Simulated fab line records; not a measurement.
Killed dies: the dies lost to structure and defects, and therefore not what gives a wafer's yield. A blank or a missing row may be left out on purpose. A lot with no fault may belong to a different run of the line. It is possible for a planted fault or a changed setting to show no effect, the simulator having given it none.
Comparing a struck lot with a sound one | flow sky130 | 15 steps out of a route of 708
Sound: these wafers, L560.2, L560.4, L560.5. Wafers L564.1, L564.2, L564.5 were the ones struck. The cause is given at the end.
For every step that has rows: the tool of each side, followed by ch and its chambers, followed by its first start. Under that, the readings that differ: sound wafers | struck wafers | difference of the means | sigmas: that difference in standard deviations of wafers without a fault.
alike: a reading whose means differ by less than 2 such deviations, as well as words and numbers matching on both sides. not compared: withheld readings; readings where some wafer has no value; bounds like >300 that might hide an equal value; numbers whose values overlap and for which the record gives no deviation.
Wherever a step has rows on one side only, a row that says differs or no value, or a row with sigmas, the two part there. Numbers that don't overlap but have no deviation are shown without sigmas and don't part them. Lack of a reading on every wafer of one side parts them only where that side has two or more wafers.

first, 2 steps without rows for these wafers: SKY_CAP2M_PEB_10; SKY_CAP2M_DEVELOP_11 (develop time 61.85 s).
SKY_CAP2M_OVL_MEAS_12:
  sound on overlay-02 at day 44 12:19; struck on overlay-02 at day 45 12:43
  alike: CAP2M_OVL
SKY_CAP2M_METAL_ETCH_13: etches TiN in Cl2/BCl3, stops on SiO2, target depth 220 nm, time 62.9 s.
  sound on rie_metal-03 ch 1, day 44 12:21; struck on rie_metal-03 ch 0,1, day 45 12:46
  alike: drypump_motor_current_A, oes_product_au, rf_fwd_power_W, throttle_valve_pct
  not compared: rf_hours_counter_h
SKY_CAP2M_STRIP_14: strips in O2/N2.
  sound on plasma_asher-03 ch 0, day 44 12:26; struck on plasma_asher-01 ch 0,1, day 45 12:50
  alike: drypump_motor_current_A, oes_product_au, strip_time_to_endpoint_s
  not compared: rf_hours_counter_h
then, 7 steps without rows for these wafers: SKY_CAP2M_STRIP_15 (strips in post etch residue remover, time 1200 s); SKY_CAP2M_CLEAN_16 (cleans in IPA, time 180 s); SKY_CAP2M_CLEAN_17 (cleans in O3/DIW); SKY_METAL4_DEHYDRATE_05 (time 60 s); SKY_METAL4_HMDS_06 (prime time 60 s); SKY_METAL4_COAT_07 (resist thk 59.07 nm); SKY_METAL4_COAT_08 (resist thk 1140 nm).
SKY_METAL4_SOFTBAKE_09: time 90 s.
  sound on litho_track-03 ch 0, day 45 00:00; struck on litho_track-03 ch 0, day 46 01:00
  reading                  | sound               | struck               | difference | sigmas
  heater_power_total_W (W) | 57.15 57.47 57.59   | 57.68 57.81 57.99    | +0.42      | +4
  plate_temp_C (C)         | 100.12 99.75 100.04 | 100.74 100.73 100.86 | +0.81      | +6
then, 1 step without rows for these wafers: SKY_METAL4_EXPOSE_10 (exposes mask MM4, target cd 300 nm).
-- the record jumps here: 4 days lie between the struck wafers' starts before and after (it left off in module METAL4 and takes up again in module PAD_OPEN, whose first step shown is number 708 of the route) --
SKY_PAD_OPEN_PROBE_99:
  sound on prober-02 at day 49 01:23; struck on prober-02 at day 49 20:46
  alike: defect_limited_yield, killed_at_M0_to_M3, killed_at_M4_up, killed_at_contacts, killed_at_front_end, killed_at_other, killed_dies, killed_on_rim, killed_open, killed_short, sort_bin_3_pad_short, sort_bin_5_function, sort_bin_6_memory, sort_n_pass, sort_yield_pct

WHERE THEY PART
SKY_METAL4_SOFTBAKE_09 only, going by this record. Later steps at which nothing parts them and some readings are alike: SKY_PAD_OPEN_PROBE_99.

WHY: what had been put in by the simulator
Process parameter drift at SKY_METAL4_SOFTBAKE_09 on litho_track-03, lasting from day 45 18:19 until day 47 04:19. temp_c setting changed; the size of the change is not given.
